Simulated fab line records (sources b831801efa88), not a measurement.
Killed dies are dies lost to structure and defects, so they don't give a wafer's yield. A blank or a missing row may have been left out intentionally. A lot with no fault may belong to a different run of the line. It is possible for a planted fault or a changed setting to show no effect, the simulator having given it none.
Split-lot trial | flow sky130 | route with 708 steps; 5 lots, 23 wafers read

== SPLIT DETAILS ==
At SKY_DNWELL_COAT_02 (resist thk 3000 nm), the setting spinRpm was moved away from the recipe's 2000 rpm on 9 of the 23 wafers read, by -5.9% to +3.4%. For the rest of the wafers, this setting stayed at what the recipe calls for.

The split's own step is where the reading is taken.

== THE READING ==
coat_of_DNWELL_COAT_02.thkNm (the simulator's own value, which no gauge read), in nm, at SKY_DNWELL_COAT_02 (resist thk 3000 nm). The file does not state a usual value for it. Across the 14 wafers here that went through the recipe, the average is 3005 nm and the standard deviation 6.1 nm.

wafer  | tool, chamber at the split | spinRpm as run, rpm | against the recipe | coat_of_DNWELL_COAT_02.thkNm, nm | against lot-mates on the recipe
L075.1 | lithoTrack-02, 0           | 2000                | recipe             | 3001                             | -
L075.2 | lithoTrack-02, 0           | 2000                | recipe             | 3002                             | -
L075.3 | lithoTrack-02, 0           | 2000                | recipe             | 3002                             | -
L075.6 | lithoTrack-02, 0           | 2000                | recipe             | 3002                             | -
L075.4 | lithoTrack-02, 0           | 2000                | recipe             | 3007                             | -
L077.2 | lithoTrack-02, 0           | 2000                | recipe             | 3001                             | -
L077.3 | lithoTrack-02, 0           | 2000                | recipe             | 3007                             | -
L077.5 | lithoTrack-02, 0           | 2000                | recipe             | 3008                             | -
L079.1 | lithoTrack-02, 0           | 1941                | -2.9%              | 3043                             | +40
L079.2 | lithoTrack-02, 0           | 1941                | -2.9%              | 3041                             | +38
L079.4 | lithoTrack-02, 0           | 1941                | -2.9%              | 3045                             | +42
L079.5 | lithoTrack-02, 0           | 2000                | recipe             | 2998                             | -
L079.6 | lithoTrack-02, 0           | 2000                | recipe             | 3007                             | -
L081.1 | lithoTrack-01, 0           | 2067                | +3.4%              | 2948                             | -52
L081.2 | lithoTrack-01, 0           | 2000                | recipe             | 3005                             | -
L081.3 | lithoTrack-01, 0           | 2067                | +3.4%              | 2952                             | -48
L081.4 | lithoTrack-01, 0           | 2067                | +3.4%              | 2958                             | -42
L081.6 | lithoTrack-01, 0           | 2000                | recipe             | 2995                             | -
L085.1 | lithoTrack-01, 0           | 2000                | recipe             | 3018                             | -
L085.2 | lithoTrack-01, 0           | 1882                | -5.9%              | 3110                             | +93
L085.4 | lithoTrack-01, 0           | 2000                | recipe             | 3016                             | -
L085.5 | lithoTrack-01, 0           | 1882                | -5.9%              | 3100                             | +83
L085.6 | lithoTrack-01, 0           | 1882                | -5.9%              | 3100                             | +83

FIT RESULTS
A straight line over all 23 wafers: coat_of_DNWELL_COAT_02.thkNm changes by -15.9 nm for each +1% of spinRpm; r = -0.99; the points scatter about the line by 6.7 nm.
The same after taking each lot's own level away (the mean of its wafers on the recipe; 23 wafers): -14.4 nm for each +1%; r = -1.00; scatter 3.7 nm.
Per that fit: largest spinRpm move, reading shift of 85 nm.
Across the lots, their own levels run from 3000.0 to 3017.0 nm, a range of 2.8 times the standard deviation given above.
So the lot-to-lot level changes the slope: the two fits differ.
Check: +82.6 nm against its lot-mates is what the line predicts for one of the wafers moved furthest among these (-5.9%) when that wafer is left out of the fit. It came out at +93 nm against them.

== OTHER SPLITS ON THESE WAFERS ==
Before the reading, these wafers also passed through other splits. Each is held against what the fit with the lots' levels taken away leaves over:
other split on the same wafers     | wafers away from the commonest value | r with coat_of_DNWELL_COAT_02.thkNm (lot level and that fit taken away)
SKY_FIELD_ISO_OXIDATION_01 oxTimeS | 13                                   | +0.02
SKY_FIELD_ISO_ETCH_14 sourceW      | 8                                    | -0.12
SKY_FIELD_ISO_OXIDATION_22 tempC   | 15                                   | +0.04
SKY_NWELL_OXIDATION_01 oxTimeS     | 18                                   | -0.12

== THE WHOLE CHAIN: every reading that the file lists as answering this split, in the file's order ==
step                | what it does       | reading                                                                       | change (the file's fit)              | r (the file's)
SKY_DNWELL_COAT_02  | resist thk 3000 nm | coat_of_DNWELL_COAT_02.thkNm (the simulator's own value, which no gauge read) | -14.4 nm for each +1% of the setting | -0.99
SKY_DNWELL_STRIP_08 | strips in O2/N2    | stripTimeToEndpointS                                                          | withheld for each +1% of the setting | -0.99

== THE FILE'S OWN FIT ==
coat_of_DNWELL_COAT_02.thkNm changes by -14.4 nm for each +1% of spinRpm, r = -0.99.
